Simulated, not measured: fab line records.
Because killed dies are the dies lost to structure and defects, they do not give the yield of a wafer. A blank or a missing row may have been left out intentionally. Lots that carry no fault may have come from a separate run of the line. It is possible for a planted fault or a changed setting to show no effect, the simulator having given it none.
A single fault, viewed from 2 desks    flow sky130    what lay behind the numbers comes last; until then each desk has only its own

## THE TOOL OWNER'S DESK: hdpcvd-02
The tool's own readings at SKY_CONTACT_HDPCVD_02 (deposits SiO2, target thk 565 nm, time 94.2 s): means of the sampled wafers that have a number, for each lot that ran on this tool. Any lot whose mean is over 4 standard deviations away from the usual mean is out of limits and marked OUT; that distance is given in the brackets.
Columns: A = runLengthS at SKY_CONTACT_HDPCVD_02, usual 121.8 s
lot   first seen here  A
L331  day 31 22:39     122.1
L332  day 32 12:24     121.9
L341  day 35 05:19     120.7
L342  day 35 17:27     120.4
Result from this desk: across the 4 lots, nothing is out of limits.

## AT THE METROLOGY DESK
What the gauges read, lot by lot, whatever tool the lot ran on: means of the sampled wafers that have a number. Any lot whose mean is over 4 standard deviations away from the usual mean is out of limits and marked OUT; that distance is given in the brackets.
Columns: A = CONTACT_HDPCVD_THK at SKY_CONTACT_THK_MEAS_03, usual 563 nm; B = METAL1_ALCU_THK at SKY_METAL1_THK_MEAS_06, usual 247 nm
lot   first seen here  A    B
L330  day 31 17:16     563  244
L331  day 31 22:43     563  251
L332  day 32 12:28     553  247
L341  day 35 05:22     552  244
L342  day 35 17:32     544  245
L343  day 35 22:46     564  245
L344  day 36 04:07     564  248
L345  day 36 10:32     561  246
L349  day 37 15:55     572  249
L350  day 37 20:32     565  245
L351  day 38 03:52     562  248
Result from this desk: across the 11 lots, nothing is out of limits.

## PUT TOGETHER
Nothing out of limits was seen by the tool owner's desk.
Metrology desk: nothing out of limits seen.

## WHAT THE SIMULATOR HAD PUT IN
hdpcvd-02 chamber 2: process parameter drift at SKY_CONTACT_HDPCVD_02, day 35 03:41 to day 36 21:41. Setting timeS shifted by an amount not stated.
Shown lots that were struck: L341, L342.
